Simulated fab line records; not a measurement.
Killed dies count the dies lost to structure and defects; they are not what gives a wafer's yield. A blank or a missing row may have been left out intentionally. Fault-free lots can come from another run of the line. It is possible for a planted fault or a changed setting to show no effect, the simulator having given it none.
The same fault as seen by 2 desks ; flow sky130 ; each desk holds nothing but its own numbers, with what lay behind them at the end

== THE TOOL OWNER'S DESK: pvd_sputter-02 ==
At SKY_METAL3_SPUTTER_04 (material TiN, target thk 70 nm, time 58.3 s) the tool's own readings: per lot run on this tool, the mean of the sampled wafers that have a number. Marked OUT: a lot whose mean sits more than 4 standard deviations from the usual mean, which makes it out of limits; the brackets give that distance.
Columns: A = throttle_valve_pct at SKY_METAL3_SPUTTER_04, usual 29.7 %
lot;first seen here;A
L630;day 39 23:07;30.5
L640;day 42 11:44;29.8
L642;day 42 17:29;30.3
This desk's verdict: no lot among the 3 shows anything out of limits.

== AT THE METROLOGY DESK ==
Lot by lot, what the gauges showed, no matter which tool ran the lot: averages of those sampled wafers that carry a number. Marked OUT: a lot whose mean sits more than 4 standard deviations from the usual mean, which makes it out of limits; the brackets give that distance. Of its 8 readings 7 are shown: those that lie furthest out on some lot.
Columns: A = VIA2_W_RS at SKY_VIA2_RS_MEAS_22, usual 0.2712 ohm/sq; B = VIA2_W_THK at SKY_VIA2_THK_MEAS_23, usual 424 nm; C = CAPM_CVD_00_THK at SKY_CAPM_THK_MEAS_01, usual 15.54 nm; D = CAPM_TIN_RS at SKY_CAPM_RS_MEAS_03, usual 6.89 ohm/sq; E = CAPM_OVL at SKY_CAPM_OVL_MEAS_12, usual 0.8 nm; F = cd_nm at SKY_METAL3_CD_MEAS_13, usual 299.9 nm; G = METAL3_OVL at SKY_METAL3_OVL_MEAS_14, usual 1 nm
lot;first seen here;A;B;C;D;E;F;G
L622;day 37 05:35;0.2767;405;15.26;6.87;2.3;298.8;-3
L626;day 38 04:02;0.2704;420;15.42;6.93;-0.1;300.0;7
L630;day 39 22:33;0.2692;421;15.66;6.90;-0.2;304.4;-5
L632;day 40 06:19;0.2725;415;15.67;6.97;0.2;298.3;0
L640;day 42 11:10;0.2716;439;15.61;6.80;0.8;300.7;-5
L642;day 42 16:55;0.2694;443;15.71;6.94;2.1;299.6;-2
This desk's verdict: no lot among the 6 shows anything out of limits.

== PUT TOGETHER ==
The tool owner's desk saw nothing out of limits.
Metrology desk: nothing out of limits seen.

== WHAT WAS PUT IN BY THE SIMULATOR ==
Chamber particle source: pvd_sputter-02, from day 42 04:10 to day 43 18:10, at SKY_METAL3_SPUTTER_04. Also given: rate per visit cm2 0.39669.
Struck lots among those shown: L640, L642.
